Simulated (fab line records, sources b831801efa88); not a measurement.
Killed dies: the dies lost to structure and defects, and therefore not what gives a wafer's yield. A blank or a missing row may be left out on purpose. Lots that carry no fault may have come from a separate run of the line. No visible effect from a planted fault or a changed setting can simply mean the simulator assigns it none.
The tool behind it: which one? -- flow sfqLine -- 13 lots, 39 wafers sampled, at 1 step of a route of 325

## WHAT THE GAUGES READ, wafer by wafer
SFQ_M1_OVL_MEAS_911. Usual: for M1_OVL the level is 3 nm and the standard deviation is 5.5.
lot,measured,on,M1_OVL (nm),flag
L275,day 22 01:20,overlay-01,14 8 1,
L278,day 24 20:08,overlay-02,9 8 2,
L287,day 28 05:59,overlay-02,-6 -3 7,
L288,day 28 14:23,overlay-01,6 -3 4,
L289,day 29 08:23,overlay-02,2 12 9,
L290,day 29 15:35,overlay-02,4 -5 7,
L291,day 30 12:07,overlay-01,2 12 0,
L292,day 31 09:49,overlay-01,10 -2 5,
L293,day 31 19:25,overlay-01,1 -3 5,
L294,day 32 11:09,overlay-01,7 2 8,
L295,day 32 15:57,overlay-01,-8 -6 -7,
L297,day 33 06:22,overlay-02,3 9 -3,
L298,day 33 12:21,overlay-02,8 10 7,

## EACH LOT AND THE TOOL THAT RAN IT (in order: tool; ch and the chambers of the sampled wafers; start)
Before these readings, the record contains no process step.

## AS READ BY THE TOOLS THEMSELVES (means over the sampled wafers that have a number; for cases with no such wafer, the mark the record gives instead)
The record holds no such reading with a usual standard deviation.

## THE ANSWER, worked out from the rows above alone
Rule: a lot is off if the mean of its wafers that have a number lies more than 3 standard deviations from the usual mean. Also off: a lot with no number at a reading for which 4 or more lots have one. The other lots that the step has rows for count as sound. After the gauges, taken in route order, come the tools' own readings; for these a lot's mean is taken, as printed above. At the first step where some lot is off, the reading lying furthest off is the one used; lots without a number count as furthest.
Nothing can be told from this: no lot is off at any reading shown.

## WHAT HAD BEEN PUT IN BY THE SIMULATOR
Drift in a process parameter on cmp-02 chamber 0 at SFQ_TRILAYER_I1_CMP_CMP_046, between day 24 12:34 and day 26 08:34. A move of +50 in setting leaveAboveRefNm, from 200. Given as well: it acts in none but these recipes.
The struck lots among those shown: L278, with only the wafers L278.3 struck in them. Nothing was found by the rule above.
